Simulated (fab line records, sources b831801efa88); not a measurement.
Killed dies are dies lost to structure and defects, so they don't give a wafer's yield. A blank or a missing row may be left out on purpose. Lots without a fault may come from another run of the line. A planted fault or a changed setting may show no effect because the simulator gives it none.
One fault seen from 2 desks | flow gf180mcu | each desk has only its own numbers; what lay behind them comes last

THE METROLOGY DESK
What the gauges read, lot by lot, whatever tool the lot ran on: means of the sampled wafers that have a number. A lot is out of limits, marked OUT, if its mean lies more than 4 standard deviations from the usual mean; the brackets give that distance.
Columns: A = CONTACT_W_THK at GF_CONTACT_THK_MEAS_26, usual 300 nm; B = M2_ALCU_RS at GF_M2_RS_MEAS_05, usual 0.0696 ohm/sq
lot  | first seen here | A   | B
L701 | day 15 12:43    | 298 | 0.0696
L703 | day 16 08:25    | 294 | 0.0698
L704 | day 17 01:12    | 301 | 0.0693
L706 | day 17 21:33    | 306 | 0.0695
L705 | day 17 22:43    | 305 | 0.0692
L707 | day 18 13:40    | 299 | 0.0696
L708 | day 18 15:45    | 296 | 0.0699
L709 | day 19 15:28    | 299 | 0.0700
L710 | day 20 01:41    | 302 | 0.0690
L711 | day 20 12:21    | 301 | 0.0686
L713 | day 21 01:11    | 301 | 0.0691
L714 | day 21 12:52    | 295 | 0.0684
L721 | day 23 06:08    | 301 | -
L722 | day 23 09:53    | 303 | -
This desk's finding: nothing out of limits on any of the 14 lots.

THE TOOL OWNER'S DESK: krf_scanner-02
The tool's own readings at GF_V1_EXPOSE_11 (exposes mask Via1, target cd 260 nm): means of the sampled wafers that have a number, for each lot that ran on this tool. A lot is out of limits, marked OUT, if its mean lies more than 4 standard deviations from the usual mean; the brackets give that distance.
Columns: A = exposure_dose_mJ_cm2 at GF_V1_EXPOSE_11, usual 38.03; B = focus_offset_nm at GF_V1_EXPOSE_11, usual 0.1 nm
lot  | first seen here | A     | B
L701 | day 16 23:37    | 38.00 | -0.2
L704 | day 18 14:17    | 37.99 | 0.4
L705 | day 19 13:46    | 38.00 | -0.1
L707 | day 20 05:32    | 38.08 | -0.8
L708 | day 20 07:15    | 38.04 | -0.0
L711 | day 22 03:03    | 38.03 | 0.3
L713 | day 22 15:43    | 37.97 | 0.5
This desk's finding: nothing out of limits on any of the 7 lots.

PUT TOGETHER
The metrology desk saw nothing out of limits.
The tool owner's desk saw nothing out of limits.

WHAT THE SIMULATOR HAD PUT IN
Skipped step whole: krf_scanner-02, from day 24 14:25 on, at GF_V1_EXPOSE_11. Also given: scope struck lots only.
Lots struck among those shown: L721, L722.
